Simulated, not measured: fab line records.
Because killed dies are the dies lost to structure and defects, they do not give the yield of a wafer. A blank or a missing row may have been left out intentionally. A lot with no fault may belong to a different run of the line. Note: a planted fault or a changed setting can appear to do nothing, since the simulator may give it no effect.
Matching of chambers || flow sfqLine || cmp-02 running SFQ_TRILAYER_I3_CMP_CMP_082: 4 sister chambers
The step polishes SiO2. 4 wafers are shown with their chamber, then 12 later ones without.

== EACH WAFER AND ITS CHAMBER ==
{"wafer": "L229.6", "chamber": 0, "motorCurrentA (A)": 8.7}
{"wafer": "L231.3", "chamber": 3, "motorCurrentA (A)": 11.0}
{"wafer": "L231.2", "chamber": 1, "motorCurrentA (A)": 10.5}
{"wafer": "L231.6", "chamber": 2, "motorCurrentA (A)": 11.4}

== WAFERS MISSING THEIR CHAMBER ==
{"wafer": "L233.1", "motorCurrentA (A)": 9.2}
{"wafer": "L233.4", "motorCurrentA (A)": 10.0}
{"wafer": "L233.5", "motorCurrentA (A)": 11.2}
{"wafer": "L235.1", "motorCurrentA (A)": 10.7}
{"wafer": "L235.4", "motorCurrentA (A)": 11.5}
{"wafer": "L235.5", "motorCurrentA (A)": 9.3}
{"wafer": "L237.2", "motorCurrentA (A)": 11.2}
{"wafer": "L237.4", "motorCurrentA (A)": 9.0}
{"wafer": "L237.6", "motorCurrentA (A)": 11.0}
{"wafer": "L238.3", "motorCurrentA (A)": 11.2}
{"wafer": "L238.1", "motorCurrentA (A)": 10.9}
{"wafer": "L238.5", "motorCurrentA (A)": 11.2}

== EACH ONE'S CHAMBER ==
{"wafer": "L233.1", "from the rows above": 0, "in truth": 0}
{"wafer": "L233.4", "from the rows above": "can't be placed: 1 or 3", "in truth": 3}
{"wafer": "L233.5", "from the rows above": "can't be placed: 3 or 2 or 1", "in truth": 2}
{"wafer": "L235.1", "from the rows above": "can't be placed: 1 or 3 or 2", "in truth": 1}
{"wafer": "L235.4", "from the rows above": "can't be placed: 2 or 3", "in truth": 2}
{"wafer": "L235.5", "from the rows above": "can't be placed: 0 or 1", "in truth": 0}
{"wafer": "L237.2", "from the rows above": "can't be placed: 3 or 2 or 1", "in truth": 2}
{"wafer": "L237.4", "from the rows above": 0, "in truth": 0}
{"wafer": "L237.6", "from the rows above": "can't be placed: 3 or 2 or 1", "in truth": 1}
{"wafer": "L238.3", "from the rows above": "can't be placed: 3 or 2 or 1", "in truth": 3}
{"wafer": "L238.1", "from the rows above": "can't be placed: 3 or 1 or 2", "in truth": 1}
{"wafer": "L238.5", "from the rows above": "can't be placed: 3 or 2 or 1", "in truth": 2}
Correct placement for 2 of the 12. Can't be placed from these rows: 10 (the true chamber is among the candidates in 10). Placed wrongly: 0.
How it was worked out, from the rows above alone: a wafer's distance from a chamber is the root of the sum, over the readings, of the square of ((its reading less the chamber's mean) divided by the reading's scatter). If the next closest chamber is less than 2 further off than the closest, the wafer can't be placed; otherwise it belongs to the closest. A chamber's mean is the mean of its shown wafers. The scatter (one wafer shown for each chamber): square how far every hidden wafer sits from the nearest shown wafer, average those squares and take the square root.
